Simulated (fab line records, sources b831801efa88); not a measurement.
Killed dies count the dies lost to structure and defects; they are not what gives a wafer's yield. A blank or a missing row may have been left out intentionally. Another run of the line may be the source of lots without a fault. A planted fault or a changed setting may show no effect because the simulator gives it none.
The same fault as seen by 2 desks | flow gf180mcu | what lay behind the numbers comes last; until then each desk has only its own

THE METROLOGY DESK
What the gauges read for every lot (on any tool): the sampled wafers with a number, averaged. The brackets show how far a lot's mean lies from the usual mean; more than 4 standard deviations puts the lot out of limits, marked OUT.
Columns: A = V4_W_RS at GF_V4_RS_MEAS_24, usual 0.330 ohm/sq; B = V4_W_THK at GF_V4_THK_MEAS_25, usual 350 nm; C = MIM_CVD_05_THK at GF_MIM_THK_MEAS_06, usual 41.5 nm; D = MIM_ALCU_RS at GF_MIM_RS_MEAS_10, usual 0.1602 ohm/sq; E = MIM_ALCU_THK at GF_MIM_THK_MEAS_11, usual 201.8 nm; F = cd-nm at GF_M5_CD_MEAS_07, usual 279.9 nm; G = M5_OVL at GF_M5_OVL_MEAS_08, usual -1 nm
lot  | first seen here | A     | B   | C               | D      | E     | F     | G
L425 | day 26 07:55    | 0.330 | 352 | 41.6            | 0.1621 | 199.3 | 280.2 | 5
L427 | day 26 13:43    | 0.326 | 352 | 41.3            | 0.1565 | 206.9 | 278.4 | -6
L433 | day 28 15:41    | 0.335 | 345 | 44.5 (+5.3) OUT | 0.1627 | 199.6 | 280.1 | -13
L436 | day 29 10:07    | 0.332 | 349 | 41.8            | 0.1604 | 202.1 | 279.3 | -6
L438 | day 30 00:21    | 0.331 | 348 | 43.1            | 0.1593 | 203.3 | 281.1 | 1
L445 | day 32 02:38    | 0.329 | 353 | 41.4            | 0.1615 | 200.0 | 279.9 | 6
This desk reports L433 out of limits; the earliest was L433 at day 28 16:25 (MIM_CVD_05_THK at GF_MIM_THK_MEAS_06). In limits: L425, L427, L436, L438, L445.

DESK OF THE TOOL OWNER: pecvd-02
The tool's own readings at GF_MIM_CVD_05 (deposits Si3N4, target thk 42 nm, time 29.086 s): means of the sampled wafers that have a number, for each lot that ran on this tool. The brackets show how far a lot's mean lies from the usual mean; more than 4 standard deviations puts the lot out of limits, marked OUT.
Columns: A = heater-power-w at GF_MIM_CVD_05, usual 624 W; B = run-length-s at GF_MIM_CVD_05, usual 57.1 s
lot  | first seen here | A   | B
L425 | day 26 08:35    | 634 | 57.5
L433 | day 28 16:22    | 571 | 59.2 (+5.6) OUT
L438 | day 30 01:01    | 650 | 58.3
Finding of this desk: L433 out of limits; the first was L433 at day 28 16:22, on run-length-s at GF_MIM_CVD_05. In limits: L425, L438.

BROUGHT TOGETHER
At day 28 16:22, on L433, the tool owner's desk was in a position to raise an alarm.
L433 would have let the metrology desk raise an alarm at day 28 16:25.
Every lot named ran GF_MIM_CVD_05 on pecvd-02.

WHAT THE SIMULATOR PUT IN
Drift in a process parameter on pecvd-02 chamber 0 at GF_MIM_CVD_05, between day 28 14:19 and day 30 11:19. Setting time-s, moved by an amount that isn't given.
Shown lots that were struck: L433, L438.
Counting hours from when the fault started, the first reading out of limits came at 2 for the tool owner's desk and at 2 for the metrology desk.
